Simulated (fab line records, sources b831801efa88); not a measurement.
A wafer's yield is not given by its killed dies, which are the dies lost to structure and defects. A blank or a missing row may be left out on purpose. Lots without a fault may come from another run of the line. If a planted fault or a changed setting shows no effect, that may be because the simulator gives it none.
What tool caused it? | flow sky130 | 12 lots with 36 wafers sampled at 5 steps, on a route of 708 steps

## WHAT THE GAUGES SHOWED, per wafer
Not one reading of a measure or inspect step in the record can be checked against a usual standard deviation.

## WHICH TOOL RAN EACH LOT (tool, then ch and the chambers of the sampled wafers, then the start)
lot  | SKY_METAL1_SPUTTER_04        | SKY_VIA4_CMP_21               | SKY_PASSIVATION_CVD_02          | SKY_PAD_OPEN_STRIP_08                | SKY_PAD_OPEN_PROBE_99
L272 | pvd_sputter-02, day 31 13:53 | cmp-01 ch 0,1,3, day 42 21:01 | pecvd-03 ch 0,1,2, day 43 21:52 | plasma_asher-02 ch 0,1, day 45 16:28 | prober-02, day 45 18:46
L274 | pvd_sputter-02, day 31 22:44 | cmp-01 ch 0,1,2, day 43 00:44 | pecvd-02 ch 0,2, day 44 00:54   | plasma_asher-04 ch 0, day 45 20:21   | prober-02, day 45 22:35
L276 | pvd_sputter-01, day 32 17:07 | cmp-01 ch 1,2,3, day 43 20:38 | pecvd-01 ch 0,1,2, day 44 19:48 | plasma_asher-02 ch 0,1, day 46 13:22 | prober-02, day 46 15:38
L277 | pvd_sputter-01, day 33 09:26 | cmp-02 ch 1,3, day 44 06:47   | pecvd-01 ch 0,1,2, day 45 05:44 | plasma_asher-02 ch 0,1, day 46 23:09 | prober-01, day 47 01:25
L279 | pvd_sputter-04, day 34 02:13 | cmp-01 ch 0,3, day 44 23:42   | pecvd-01 ch 1,2, day 45 21:30   | plasma_asher-02 ch 0,1, day 47 13:54 | prober-02, day 47 16:08
L280 | pvd_sputter-01, day 34 10:47 | cmp-01 ch 0,1, day 45 03:49   | pecvd-01 ch 1,2, day 46 02:12   | plasma_asher-04 ch 1, day 47 19:43   | prober-01, day 47 21:59
L281 | pvd_sputter-04, day 34 23:46 | cmp-01 ch 0,1,3, day 45 14:42 | pecvd-01 ch 0,1, day 46 11:37   | plasma_asher-01 ch 0,1, day 48 04:14 | prober-02, day 48 06:35
L283 | pvd_sputter-01, day 35 08:16 | cmp-01 ch 0,1,3, day 45 23:42 | pecvd-03 ch 1,2, day 46 21:02   | plasma_asher-02 ch 0, day 48 12:19   | prober-02, day 48 14:31
L284 | pvd_sputter-01, day 35 12:54 | cmp-01 ch 0,2, day 46 00:00   | pecvd-03 ch 1,2, day 46 21:34   | plasma_asher-01 ch 0,1, day 48 13:16 | prober-01, day 48 15:37
L289 | pvd_sputter-01, day 37 09:25 | cmp-01 ch 1,2,3, day 47 13:59 | pecvd-02 ch 1,2, day 48 10:30   | plasma_asher-01 ch 0,1, day 49 21:32 | prober-02, day 49 23:49
L290 | pvd_sputter-02, day 37 12:55 | cmp-02 ch 0,1,3, day 47 15:18 | pecvd-02 ch 0,1,2, day 48 12:14 | plasma_asher-04 ch 1, day 49 23:54   | prober-01, day 50 02:10
L293 | pvd_sputter-04, day 38 03:22 | cmp-02 ch 1,2, day 47 23:23   | pecvd-03 ch 0,1,2, day 48 19:13 | plasma_asher-02 ch 1, day 50 05:51   | prober-01, day 50 08:07
- SKY_METAL1_SPUTTER_04: material TiN, target thk 70 nm, time 58.3 s.
- SKY_VIA4_CMP_21: polishes, stops on SiO2, t overpolish 25 s, target thk 0 nm.
- SKY_PASSIVATION_CVD_02: deposits Si3N4, target thk 540 nm.
- SKY_PAD_OPEN_STRIP_08: strips in O2/N2.
- SKY_PAD_OPEN_PROBE_99

## WHAT THE TOOLS THEMSELVES READ (means of the sampled wafers that have a number; where no wafer has one, the mark that the record gives instead)
SKY_METAL1_SPUTTER_04. Usual: throttle_valve_pct reads 30.2 % (standard deviation 1).
lot  | tool           | throttle_valve_pct (%) | flag
L272 | pvd_sputter-02 | 29.7                   |
L274 | pvd_sputter-02 | 28.9                   |
L276 | pvd_sputter-01 | 30.3                   |
L277 | pvd_sputter-01 | 29.9                   |
L279 | pvd_sputter-04 | 31.4                   |
L280 | pvd_sputter-01 | 29.5                   |
L281 | pvd_sputter-04 | 30.9                   |
L283 | pvd_sputter-01 | 29.8                   |
L284 | pvd_sputter-01 | 30.1                   |
L289 | pvd_sputter-01 | 30.2                   |
L290 | pvd_sputter-02 | 29.0                   |
L293 | pvd_sputter-04 | 30.4                   |

SKY_VIA4_CMP_21. Usual: motor_current_A 10.3 A, standard deviation 0.9; overpolish_run_s 25.000 s, standard deviation 0.0091; time_to_endpoint_s 128 s, standard deviation 5.5.
lot  | tool   | motor_current_A (A) | overpolish_run_s (s) | time_to_endpoint_s (s) | flag
L272 | cmp-01 | 9.8                 | 24.996               | 133                    |
L274 | cmp-01 | 10.0                | 24.993               | 131                    |
L276 | cmp-01 | 10.1                | 25.001               | 133                    |
L277 | cmp-02 | 11.3                | 25.003               | 125                    |
L279 | cmp-01 | 10.4                | 24.991               | 131                    |
L280 | cmp-01 | 8.7                 | 25.000               | 133                    |
L281 | cmp-01 | 9.3                 | 24.998               | 129                    |
L283 | cmp-01 | 9.8                 | 25.010               | 132                    |
L284 | cmp-01 | 10.7                | 24.990               | 125                    |
L289 | cmp-01 | 10.3                | 24.997               | 132                    |
L290 | cmp-02 | 10.6                | 24.994               | 125                    |
L293 | cmp-02 | 10.7                | 25.000               | 123                    |

SKY_PASSIVATION_CVD_02. Usual: heater_power_w reads 717 W (standard deviation 110).
lot  | tool     | heater_power_w (W) | flag
L272 | pecvd-03 | 664                |
L274 | pecvd-02 | 811                |
L276 | pecvd-01 | 676                |
L277 | pecvd-01 | 724                |
L279 | pecvd-01 | 636                |
L280 | pecvd-01 | 674                |
L281 | pecvd-01 | 701                |
L283 | pecvd-03 | 736                |
L284 | pecvd-03 | 799                |
L289 | pecvd-02 | 731                |
L290 | pecvd-02 | 744                |
L293 | pecvd-03 | 690                |

SKY_PAD_OPEN_STRIP_08. Usual: drypump_motor_current_A 6.0 A, standard deviation 0.39; oes_product_au 0.664 a.u., standard deviation 0.0048; strip_time_to_endpoint_s 37.08 s, standard deviation 0.089.
lot  | tool            | drypump_motor_current_A (A) | oes_product_au (a.u.) | strip_time_to_endpoint_s (s) | flag
L272 | plasma_asher-02 | 5.9                         | 0.665                 | 37.14                        |
L274 | plasma_asher-04 | 5.4                         | 0.669                 | 37.15                        |
L276 | plasma_asher-02 | 5.9                         | 0.662                 | 37.09                        |
L277 | plasma_asher-02 | 5.7                         | 0.664                 | 37.13                        |
L279 | plasma_asher-02 | 5.9                         | 0.660                 | 37.02                        |
L280 | plasma_asher-04 | 6.4                         | 0.663                 | 37.04                        |
L281 | plasma_asher-01 | 6.2                         | 0.667                 | 37.09                        |
L283 | plasma_asher-02 | 6.1                         | 0.663                 | 37.07                        |
L284 | plasma_asher-01 | 6.4                         | 0.663                 | 37.00                        |
L289 | plasma_asher-01 | 6.4                         | 0.661                 | 37.09                        |
L290 | plasma_asher-04 | 6.4                         | 0.669                 | 37.02                        |
L293 | plasma_asher-02 | 5.6                         | 0.660                 | 37.04                        |

SKY_PAD_OPEN_PROBE_99. Usual: defect_limited_yield 82.4 %, standard deviation 1.9; killed_at_M0_to_M3 44, standard deviation 7.2; killed_at_M4_up 3.1, standard deviation 1.8; killed_at_contacts 25, standard deviation 5.2; killed_at_front_end 15, standard deviation 3.9; killed_at_other 0.2, standard deviation 0.5; killed_dies 86, standard deviation 9.5; killed_open 47, standard deviation 7.3; killed_short 40, standard deviation 6; sort_bin_3_pad_short 0.8 %, standard deviation 0.44; sort_bin_5_function 10.4 %, standard deviation 1.5; sort_bin_6_memory 6.3 %, standard deviation 1.1; sort_n_pass 406, standard deviation 9.5; sort_yield_pct 82.4 %, standard deviation 1.9.
lot  | tool      | defect_limited_yield (%) | killed_at_M0_to_M3 | killed_at_M4_up | killed_at_contacts | killed_at_front_end | killed_at_other | killed_dies | killed_open | killed_short | sort_bin_3_pad_short (%) | sort_bin_5_function (%) | sort_bin_6_memory (%) | sort_n_pass | sort_yield_pct (%) | flag
L272 | prober-02 | 83.5                     | 46                 | 3.0             | 21                 | 11                  | 0.7             | 81          | 46          | 35           | 0.6                      | 10.4                    | 5.6                   | 411         | 83.5               |
L274 | prober-02 | 81.7                     | 46                 | 4.0             | 25                 | 15                  | 0.0             | 90          | 49          | 41           | 0.6                      | 10.5                    | 7.2                   | 402         | 81.7               |
L276 | prober-02 | 79.1                     | 51                 | 2.3             | 32                 | 17                  | 0.3             | 103         | 54          | 49           | 1.0                      | 13.1                    | 6.8                   | 389         | 79.1               |
L277 | prober-01 | 82.2                     | 42                 | 1.3             | 29                 | 15                  | 0.3             | 88          | 47          | 41           | 1.1                      | 10.8                    | 5.8                   | 404         | 82.2               |
L279 | prober-02 | 81.9                     | 40                 | 7.0             | 28                 | 14                  | 0.0             | 89          | 50          | 39           | 0.7                      | 10.2                    | 7.2                   | 403         | 81.9               |
L280 | prober-01 | 84.4                     | 34                 | 2.7             | 26                 | 14                  | 0.3             | 77          | 44          | 33           | 0.7                      | 8.9                     | 5.9                   | 415         | 84.4               |
L281 | prober-02 | 81.5                     | 43                 | 3.0             | 25                 | 19                  | 0.0             | 91          | 49          | 42           | 0.4                      | 11.5                    | 6.6                   | 401         | 81.5               |
L283 | prober-02 | 82.5                     | 46                 | 2.0             | 25                 | 13                  | 0.0             | 86          | 48          | 38           | 1.1                      | 9.9                     | 6.5                   | 406         | 82.5               |
L284 | prober-01 | 80.8                     | 48                 | 1.5             | 25                 | 20                  | 0.0             | 94          | 52          | 42           | 1.0                      | 11.4                    | 6.8                   | 398         | 80.8               |
L289 | prober-02 | 75.6                     | 83                 | 2.7             | 22                 | 13                  | 0.0             | 120         | 47          | 32           | 1.9                      | 15.9                    | 6.5                   | 372         | 75.6               | OFF
L290 | prober-01 | 82.9                     | 39                 | 3.3             | 22                 | 19                  | 1.0             | 84          | 46          | 38           | 0.8                      | 10.7                    | 5.6                   | 408         | 82.9               |
L293 | prober-01 | 83.1                     | 45                 | 2.7             | 21                 | 15                  | 0.0             | 83          | 46          | 37           | 0.7                      | 10.4                    | 5.8                   | 409         | 83.1               |

## THE ANSWER, worked out from the rows above alone
Rule: take the mean of a lot's wafers that have a number; if it is more than 3 standard deviations from the usual mean, the lot is off. A lot without any number at a reading at which 4 lots or more have one is off too. The other lots that the step has rows for count as sound. After the gauges, taken in route order, come the tools' own readings; for these a lot's mean is taken, as printed above. The first step at which some lot is off is used, and at that step the reading that is off furthest; a lot without a number counts as furthest.
Off: L289, at SKY_PAD_OPEN_PROBE_99 (killed_at_M0_to_M3).
If a tool, at that step or one of the process steps before it, ran each lot that is off and ran no sound lot following the first of them, it fits. Can't be told from this: 4 tools fit, pvd_sputter-01 at SKY_METAL1_SPUTTER_04, cmp-01 at SKY_VIA4_CMP_21, plasma_asher-01 at SKY_PAD_OPEN_STRIP_08, prober-02 at SKY_PAD_OPEN_PROBE_99.

## WHAT WAS PUT IN BY THE SIMULATOR
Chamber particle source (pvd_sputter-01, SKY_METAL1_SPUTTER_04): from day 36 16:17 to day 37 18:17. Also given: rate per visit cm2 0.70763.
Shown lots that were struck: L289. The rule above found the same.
